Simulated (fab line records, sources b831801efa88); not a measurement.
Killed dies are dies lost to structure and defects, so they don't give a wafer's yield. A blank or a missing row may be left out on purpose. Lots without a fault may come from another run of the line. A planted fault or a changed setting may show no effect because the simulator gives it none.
A struck lot beside a sound one | flow sky130 | 43 steps out of a route of 708
Sound: wafers L208.3, L208.5, L208.6. Struck: wafer L216.5. (L216.2, L216.6 of the same lot were not struck and are left out.) The cause comes at the end.
At each step with rows: each side's tool, then ch and its chambers, then its first start. Under that, the readings that differ: sound wafers | struck wafers | difference of the means | sigmas: that difference in standard deviations of wafers without a fault.
alike: readings whose means differ by less than 2 such deviations, and words and numbers that are the same on both sides. not compared: withheld readings, readings that some wafer has no value for, bounds like >300 that may hide the same value, and numbers for which the record gives no deviation and whose values overlap.
The two part at a step that has a row with sigmas, a row that says differs or no value, or rows on one side only. Numbers that don't overlap but have no deviation are shown without sigmas and don't part them. A reading that every wafer of one side lacks parts them only if that side has two wafers or more.

first, 6 steps without rows for these wafers: SKY_VIA2_ETCH_15 (etches SiO2 in C4F8/O2/Ar, stops on TiN, target depth 546 nm, time 84 s); SKY_VIA2_STRIP_16 (strips in O2/N2); SKY_VIA2_STRIP_17 (strips in post etch residue remover, time 1200 s); SKY_VIA2_CLEAN_18 (cleans in IPA, time 180 s); SKY_VIA2_CLEAN_19 (cleans in O3/DIW); SKY_VIA2_SPUTTER_20 (material TiN, target thk 20 nm, time 80 s).
SKY_VIA2_CVD_21: deposits W, target thk 420 nm, time 126.4 s.
  sound on cvd_w-02 ch 0,1, day 41 01:28; struck on cvd_w-01 ch 0, day 41 07:14
  alike: heater_power_w
SKY_VIA2_RS_MEAS_22: measures by four-point-probe.
  sound on film_metro-03, day 41 01:35; struck on film_metro-03, day 41 07:23
  alike: VIA2_W_RS
SKY_VIA2_THK_MEAS_23: measures by xrf.
  sound on film_metro-03, day 41 01:41; struck on film_metro-03, day 41 07:30
  alike: VIA2_W_THK
SKY_VIA2_CMP_24: polishes, stops on SiO2, t overpolish 20 s, target thk 0 nm.
  sound on cmp-02 ch 0,1,3, day 41 01:53; struck on cmp-02 ch 0, day 41 07:39
  alike: edge_zone_pressure_frac, motor_current_A, overpolish_run_s, time_to_endpoint_s
then, 1 step without rows for these wafers: SKY_METAL3_SPUTTER_00 (material Ti, target thk 15 nm, time 10 s).
SKY_METAL3_SPUTTER_01: material TiN, target thk 20 nm, time 16.7 s.
  sound on pvd_sputter-02, day 41 02:03; struck on pvd_sputter-04, day 41 07:52
  alike: throttle_valve_pct
SKY_METAL3_SPUTTER_02: material AlCu, target thk 735 nm, time 39.1 s.
  sound on pvd_sputter-02, day 41 02:05; struck on pvd_sputter-04, day 41 07:54
  alike: throttle_valve_pct
then, 2 steps without rows for these wafers: SKY_METAL3_SPUTTER_03 (material Ti, target thk 5 nm, time 3.3 s); SKY_METAL3_SPUTTER_04 (material TiN, target thk 70 nm, time 58.3 s).
SKY_CAPM_CVD_00: deposits SiO2, target thk 15.5 nm.
  sound on pecvd-04 ch 0,1, day 41 02:11; struck on pecvd-04 ch 2, day 41 08:00
  alike: heater_power_w
SKY_CAPM_THK_MEAS_01:
  sound on film_metro-01, day 41 02:14; struck on film_metro-01, day 41 08:02
  alike: CAPM_CVD_00_THK
then, 1 step without rows for these wafers: SKY_CAPM_SPUTTER_02 (material TiN, target thk 200 nm, time 166.7 s).
SKY_CAPM_RS_MEAS_03: measures by four-point-probe.
  sound on film_metro-03, day 41 02:25; struck on film_metro-03, day 41 08:13
  alike: CAPM_TIN_RS
SKY_CAPM_THK_MEAS_04: measures by xrf.
  sound on film_metro-03, day 41 02:31; struck on film_metro-03, day 41 08:20
  alike: CAPM_TIN_THK
then, 7 steps without rows for these wafers: SKY_CAPM_DEHYDRATE_05 (time 60 s); SKY_CAPM_HMDS_06 (prime time 60 s); SKY_CAPM_COAT_07 (resist thk 1140 nm); SKY_CAPM_SOFTBAKE_08 (time 60 s); SKY_CAPM_EXPOSE_09 (exposes mask CAPM, target cd 1000 nm); SKY_CAPM_PEB_10; SKY_CAPM_DEVELOP_11 (develop time 60 s).
SKY_CAPM_OVL_MEAS_12:
  sound on overlay-01, day 42 00:34; struck on overlay-01, day 42 06:15
  alike: CAPM_OVL
SKY_CAPM_METAL_ETCH_13: etches TiN in Cl2/BCl3, stops on SiO2, target depth 220 nm, time 62.9 s.
  sound on rie_metal-01 ch 0,1, day 42 00:37; struck on rie_metal-04 ch 0, day 42 06:17
  reading                | sound                | struck | difference | sigmas
  throttle_valve_pct (%) | 21.902 21.906 21.899 | 21.925 | +0.023     | +2
  alike: bcl3_flow_sccm, bias_w, chamber_pressure_mTorr, drypump_motor_current_A, oes_product_au
  not compared: rf_hours_counter_h
then, 12 steps without rows for these wafers: SKY_CAPM_STRIP_14 (strips in O2/N2); SKY_CAPM_STRIP_15 (strips in post etch residue remover, time 1200 s); SKY_CAPM_CLEAN_16 (cleans in IPA, time 180 s); SKY_CAPM_CLEAN_17 (cleans in O3/DIW); SKY_METAL3_DEHYDRATE_05 (time 60 s); SKY_METAL3_HMDS_06 (prime time 60 s); SKY_METAL3_COAT_07 (resist thk 60 nm); SKY_METAL3_COAT_08 (resist thk 1140 nm); SKY_METAL3_SOFTBAKE_09 (time 90 s); SKY_METAL3_EXPOSE_10 (exposes mask MM3, target cd 300 nm); SKY_METAL3_PEB_11; SKY_METAL3_DEVELOP_12 (develop time 60 s).
SKY_METAL3_CD_MEAS_13: target cd 300 nm.
  sound on cd_sem-02, day 43 00:08; struck on cd_sem-02, day 43 05:14
  alike: cd_nm
-- the record jumps here: 7 days lie between the struck wafers' starts before and after (it left off in module METAL3 and takes up again in module PAD_OPEN, whose first step shown is number 708 of the route) --
SKY_PAD_OPEN_PROBE_99:
  sound on prober-02, day 49 13:18; struck on prober-01, day 49 18:34
  reading                               | sound             | struck | difference | sigmas
  defect_limited_yield (%)              | 82.3 85.8 82.5    | 74.4   | -9.1       | -5
  killed_at_M0_to_M3                    | 50 34 43          | 75     | +33        | +4
  killed_dies                           | 87 70 86          | 126    | +45        | +5
  sort_bin_5_function (%)               | 9.8 8.1 10.4      | 18.1   | +8.7       | +6
  sort_n_pass                           | 405 422 406       | 366    | -45        | -5
  sort_yield_pct (%)                    | 82.3 85.8 82.5    | 74.4   | -9.1       | -5
  model.etest.tester.sort_n_pass        | 405 422 406       | 366    | -45        |
  model.etest.tester.sort_yield_pct (%) | 82.32 85.77 82.52 | 74.39  | -9.15      |
  model.etest.tester.sort_bin_5_pct (%) | 9.756 8.13 10.37  | 18.09  | +8.67      |
  alike: killed_at_M4_up, killed_at_contacts, killed_at_front_end, killed_at_other, killed_open, killed_short, sort_bin_3_pad_short, sort_bin_6_memory

WHERE THEY PART
First at SKY_CAPM_METAL_ETCH_13; last, within this record, at SKY_PAD_OPEN_PROBE_99.

WHY: what the simulator had put in
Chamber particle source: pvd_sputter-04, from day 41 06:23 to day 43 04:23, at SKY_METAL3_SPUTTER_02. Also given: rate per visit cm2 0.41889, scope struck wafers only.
